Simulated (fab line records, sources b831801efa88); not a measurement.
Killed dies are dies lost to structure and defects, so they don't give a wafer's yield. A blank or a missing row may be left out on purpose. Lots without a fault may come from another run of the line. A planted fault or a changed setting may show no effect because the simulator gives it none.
Which tool did it? | flow gf180mcu | 15 lots, 45 wafers sampled, at 1 step of a route of 602

WHAT THE GAUGES READ, wafer by wafer
The record holds no reading of a measuring or inspecting step that can be judged against a usual standard deviation.

WHICH TOOL RAN EACH LOT (tool, then ch and the chambers of the sampled wafers, then the start)
lot  | GF_STI_PEB_10
L488 | litho_track-04 ch 0, day 2 02:10
L489 | litho_track-04 ch 0, day 2 07:00
L491 | litho_track-03 ch 0, day 2 17:28
L492 | litho_track-03 ch 0, day 2 20:58
L493 | litho_track-02 ch 0, day 3 02:37
L494 | litho_track-03 ch 0, day 3 08:01
L496 | litho_track-04 ch 0, day 3 18:14
L497 | litho_track-03 ch 0, day 3 22:25
L498 | litho_track-04 ch 0, day 4 05:13
L503 | litho_track-02, day 5 06:50
L504 | litho_track-04, day 5 11:21
L505 | litho_track-03, day 5 16:25
L508 | litho_track-03 ch 0, day 6 10:43
L510 | litho_track-03 ch 0, day 6 18:31
L511 | litho_track-04 ch 0, day 7 00:50
- GF_STI_PEB_10: peb time 90 s.

WHAT THE TOOLS THEMSELVES READ (means of the sampled wafers that have a number; where no wafer has one, the mark that the record gives instead)
GF_STI_PEB_10. Usual: chill_plate_temp_C 22.99 C, standard deviation 0.1; exhaust_pa 45.2 Pa, standard deviation 0.74.
lot  | tool           | chill_plate_temp_C (C) | exhaust_pa (Pa) | flag
L488 | litho_track-04 | 22.91                  | 45.7            |
L489 | litho_track-04 | 22.94                  | 44.6            |
L491 | litho_track-03 | 22.92                  | 45.5            |
L492 | litho_track-03 | 22.96                  | 46.1            |
L493 | litho_track-02 | 22.96                  | 45.1            |
L494 | litho_track-03 | 23.08                  | 44.4            |
L496 | litho_track-04 | 22.83                  | 45.7            |
L497 | litho_track-03 | 23.09                  | 45.3            |
L498 | litho_track-04 | 22.97                  | 44.7            |
L503 | litho_track-02 | -                      | -               | OFF
L504 | litho_track-04 | -                      | -               | OFF
L505 | litho_track-03 | -                      | -               | OFF
L508 | litho_track-03 | 22.99                  | 45.1            |
L510 | litho_track-03 | 23.02                  | 44.8            |
L511 | litho_track-04 | 23.05                  | 45.0            |

THE ANSWER, worked out from the rows above alone
Rule: a lot is off if the mean of its wafers that have a number lies more than 3 standard deviations from the usual mean. A lot without any number at a reading at which 4 lots or more have one is off too. The other lots that the step has rows for count as sound. The gauges are gone through in route order, then the tools' own readings, and for those a lot's mean is taken as printed above. The first step at which some lot is off is used, and at that step the reading that is off furthest; a lot without a number counts as furthest.
Off: L503, L504, L505, at GF_STI_PEB_10 (chill_plate_temp_C). Without a number there: L503, L504, L505.
A tool fits if, at that step or a process step before it, it ran every lot that is off, and no sound lot after the first of them. None of those tried fits.

WHAT THE SIMULATOR HAD PUT IN
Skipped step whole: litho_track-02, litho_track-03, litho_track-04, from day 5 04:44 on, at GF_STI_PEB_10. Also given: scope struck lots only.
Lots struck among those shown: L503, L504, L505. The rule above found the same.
